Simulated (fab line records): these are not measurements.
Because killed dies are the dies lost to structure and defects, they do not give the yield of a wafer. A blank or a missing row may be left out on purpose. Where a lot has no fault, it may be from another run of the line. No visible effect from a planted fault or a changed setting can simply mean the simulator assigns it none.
8D (eight disciplines) problem report, filled in by code + flow sky130 + the parts of the form that need people (team, actions taken, sign-off) are left out

1. PROBLEM STATEMENT
CONTACT_CVD_00_THK at SKY_CONTACT_THK_MEAS_01 reads a mean of 105.4 nm on 4 wafers of 3 lots; wafers without a fault read 75.1 nm with a standard deviation of 0.9. Relative to the usual mean, that is a shift of +34 standard deviations.
Seen first at day 33 12:47 on film metro-02, wafer L416.1. Wafers with a number at this step in the record: 34, from 12 lots. Rule for "out" (also "out of limits"): further than 4 standard deviations from the usual mean. All remaining wafers that have a number are taken as sound.

2. WHAT IT IS, WHAT IT ISN'T
| question                    | is                             | is not                                                                                                   |
|-----------------------------|--------------------------------|----------------------------------------------------------------------------------------------------------|
| which readings at this step | CONTACT_CVD_00_THK             | -                                                                                                        |
| which lots                  | L416, L417, L419               | L406, L407, L410, L415, L424, L425, L427, L428, L429                                                     |
| which wafers of those lots  | L416.1, L416.2, L417.2, L419.2 | L416.4, L417.4, L419.4                                                                                   |
| read on which gauges        | film metro-01, film metro-02   | film metro-04                                                                                            |
| when                        | from day 33 12:47              | up to then (13 sound wafers); but 17 sound wafers of L417, L419, L424, L425, L427, L428, L429 came after |

3. WHAT RULES OUT EACH SUSPECT
Counting: any tool at a process step up to the reading remains a suspect provided it ran every lot that is out. Sound lots after the first of them don't rule it out here, since some wafers of a struck lot are sound.
- the gauge at SKY_CONTACT_THK_MEAS_01 has been ruled out. 2 gauges (film metro-01, film metro-02) read the wafers that are out.
- pecvd-03 at SKY_CONTACT_CVD_00 (deposits Si3N4, target thk 75 nm): kept. Every lot that is out went through it, the first being L416 (day 33 12:45); the last sound lot it ran before that was L415 (day 33 08:47).
Remaining after the count: pecvd-03 at SKY_CONTACT_CVD_00.

4. THE CAUSE (what the simulator had put in)
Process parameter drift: pecvd-03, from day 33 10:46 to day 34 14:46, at SKY_CONTACT_CVD_00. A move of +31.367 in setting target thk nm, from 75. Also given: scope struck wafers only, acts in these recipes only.
Only this tool survived the counting.

5. SEQUENCE OF EFFECTS, ordered by route
One row per reading whose mean, taken over the struck wafers that have a number, lies over 3 standard deviations from the usual. Only readings for which the record gives a usual standard deviation are gone through. hours: the time from each lot's start at the first step in this table that gives one to its start at this step, as a median over the lots. sigmas: the change in usual standard deviations.
| hours | step                    | reading            | usual      | on struck wafers | change | sigmas |
|-------|-------------------------|--------------------|------------|------------------|--------|--------|
| 0     | SKY_CONTACT_THK_MEAS_01 | CONTACT_CVD_00_THK | 75.1 nm    | 105.4            | +30.3  | +34    |
| -     | SKY_CONTACT_ETCH_18     | oes product au     | 0.856 a.u. | 1.002            | +0.146 | +20    |
| -     | SKY_CONTACT_ETCH_18     | throttle valve pct | 8.793 %    | 8.824            | +0.031 | +3.5   |
| 347   | SKY_PAD_OPEN_PROBE_99   | killed at contacts | 24         | 432              | +408   | +76    |
| 347   | SKY_PAD_OPEN_PROBE_99   | killed dies        | 86         | 489              | +403   | +44    |
| 347   | SKY_PAD_OPEN_PROBE_99   | killed on rim      | 16         | 93               | +77    | +22    |
Its process steps:
- SKY_CONTACT_ETCH_18: etches Si3N4 in CHF3/O2, stops on TiN, time 39 s, target depth 75 nm.
- SKY_PAD_OPEN_PROBE_99

6. HOW IT WOULD HAVE BEEN CAUGHT EARLIER
In this record the first reading out of limits at a measuring or inspecting step was taken at day 33 12:47, 2 hours after the fault began at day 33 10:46.
Of the tool readings at SKY_CONTACT_CVD_00 for which the record gives a usual standard deviation, none was out on any struck wafer, so an alarm limit of 4 standard deviations on them would not have fired.
L417, L419, from the lots that are out (3), started SKY_CONTACT_CVD_00 on pecvd-03 later than day 33 12:47. A hold on the tool at that time would have spared those 2.
